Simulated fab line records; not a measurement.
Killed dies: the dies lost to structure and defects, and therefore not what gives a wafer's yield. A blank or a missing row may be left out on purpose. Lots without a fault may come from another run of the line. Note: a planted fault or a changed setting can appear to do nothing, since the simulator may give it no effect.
Which tool did it? ; flow sky130 ; 11 lots, 33 wafers sampled, at 1 step of a route of 708

== WHAT EACH GAUGE READ, for each wafer ==
SKY_CAP2M_THK_MEAS_04: measures by xrf.
lot;measured;on;CAP2M_TIN_THK (nm)
L925;day 39 12:13;film metro-02;200.7 200.5 203.1
L929;day 41 03:39;film metro-01;204.9 202.0 201.0
L930;day 41 07:36;film metro-01;202.0 203.1 202.0
L931;day 41 09:51;film metro-01;197.5 198.7 197.2
L932;day 41 16:38;film metro-02;201.1 202.8 202.3
L933;day 41 23:23;film metro-03;202.4 205.6 205.5
L934;day 42 13:24;film metro-01;205.7 202.6 203.0
L936;day 42 21:36;film metro-01;206.9 207.4 207.1
L944;day 44 23:41;film metro-01;204.5 204.6 202.9
L947;day 45 19:00;film metro-03;204.8 205.5 202.5
L948;day 46 01:41;film metro-02;199.6 199.6 200.7

== WHICH TOOL RAN EACH LOT (tool, then ch and the chambers of the sampled wafers, then the start) ==
Before these readings, the record contains no process step.

== THE ANSWER, worked out from the rows above alone ==
Rule: the usual values come from the lots themselves. The widest of any qualifying gaps counts: lots, ordered by their means at a reading, are off when they make up no more than a third of the lots, leave a main group of 4 or more, and stand apart from it by 3 or more times the standard deviation of that group's means. A main group whose means are all the same, to the digits that the tables above print for the reading, isn't used. Also off: a lot with no number at a reading for which 4 or more lots have one. The other lots that the step has rows for count as sound.
No lot is off at any reading shown: from this, nothing can be told.

== WHAT HAD BEEN PUT IN BY THE SIMULATOR ==
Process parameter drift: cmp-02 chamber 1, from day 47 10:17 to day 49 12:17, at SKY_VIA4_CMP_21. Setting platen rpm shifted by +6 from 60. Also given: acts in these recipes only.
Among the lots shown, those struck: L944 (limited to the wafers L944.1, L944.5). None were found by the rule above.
